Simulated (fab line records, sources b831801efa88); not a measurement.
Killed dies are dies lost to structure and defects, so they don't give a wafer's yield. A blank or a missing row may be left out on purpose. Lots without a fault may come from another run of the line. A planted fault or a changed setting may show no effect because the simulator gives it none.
Problem report in the 8D (eight disciplines) form, filled by code | flow sky130 | the parts of the form that need people (team, actions taken, sign-off) are left out

1. THE PROBLEM
run_length_s at SKY_VIA1_ETCH_14 reads a mean of 40.8 s on 3 wafers of 2 lots; wafers without a fault read 74.1 s with a standard deviation of 0.51. That is -65 standard deviations from the usual mean.
The step: etches BARC in N2/H2, stops on SiO2, time 45.9 s, target depth 60 nm.
First seen on wafer L171.5, day 37 12:04, on rie_diel-02. The record holds 42 wafers of 14 lots with a number at this step. Rule for "out", or "out of limits": more than 4 standard deviations from the usual mean. The other wafers with a number count as sound.

2. WHAT IT IS AND WHAT IT IS NOT
question                    | is                           | is not
which readings at this step | run_length_s, oes_product_au | drypump_motor_current_A, throttle_valve_pct
which lots                  | L171, L172                   | L160, L161, L164, L167, L168, L176, L177, L178, L180, L181, L182, L183
which wafers of those lots  | L171.5, L172.4, L172.5       | L171.2, L171.3, L172.1
read on which tools         | rie_diel-02                  | rie_diel-01, rie_diel-03
when                        | from day 37 12:04            | up to then (17 sound wafers); but 22 sound wafers of L172, L176, L177, L178, L180, L181, L182, L183 came after

3. SUSPECTS, AND WHAT RULES EACH OUT
Counting: a tool at a process step up to the reading stays a suspect if it ran every lot that is out. Sound lots after the first of them don't rule it out here, since some wafers of a struck lot are sound.
- plasma_asher-02 at SKY_LDD_LDN_STRIP_12 (strips in O2/N2): kept. It ran every lot that is out, first L171 (day 26 22:13); its last sound lot up to then is L164 (day 24 16:31).
- rie_diel-02 at SKY_VIA1_ETCH_14 (etches BARC in N2/H2, stops on SiO2, time 45.9 s, target depth 60 nm): kept. It ran every lot that is out, first L171 (day 37 12:04); its last sound lot up to then is L168 (day 36 09:31). Its own readings are out on those wafers: oes_product_au, run_length_s.
Left after counting: plasma_asher-02 at SKY_LDD_LDN_STRIP_12, rie_diel-02 at SKY_VIA1_ETCH_14.

4. THE CAUSE (what the simulator had put in)
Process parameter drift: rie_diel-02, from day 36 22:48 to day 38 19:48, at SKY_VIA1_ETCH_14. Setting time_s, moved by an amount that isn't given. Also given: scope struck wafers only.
Counting left 2 suspects, and this tool is among them.

5. THE CHAIN OF EFFECTS, in route order
Each row: a reading whose mean over the struck wafers that have a number lies more than 3 standard deviations from the usual. Only readings for which the record gives a usual standard deviation are gone through. hours: the time from each lot's start at the first step in this table that gives one to its start at this step, as a median over the lots. sigmas: the change in usual standard deviations.
hours | step              | reading                  | usual      | on struck wafers | change | sigmas
0     | SKY_VIA1_ETCH_14  | oes_product_au           | 0.854 a.u. | 1.000            | +0.146 | +30
0     | SKY_VIA1_ETCH_14  | run_length_s             | 74.1 s     | 40.8             | -33.3  | -65
0     | SKY_VIA1_ETCH_15  | oes_product_au           | 0.981 a.u. | 0.372            | -0.609 | -99 or more
0     | SKY_VIA1_STRIP_16 | oes_product_au           | 0.415 a.u. | 0.429            | +0.014 | +3.2
0     | SKY_VIA1_STRIP_16 | strip_time_to_endpoint_s | 4.450 s    | 4.781            | +0.331 | +21
The process steps in it:
- SKY_VIA1_ETCH_14: etches BARC in N2/H2, stops on SiO2, time 45.9 s, target depth 60 nm.
- SKY_VIA1_ETCH_15: etches SiO2 in C4F8/O2/Ar, stops on TiN, target depth 351 nm, time 54 s.
- SKY_VIA1_STRIP_16: strips in O2/N2.

6. WHAT WOULD HAVE CAUGHT IT SOONER
In this record the first reading out of limits was taken at day 37 12:04, 13 hours after the fault began at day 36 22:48.
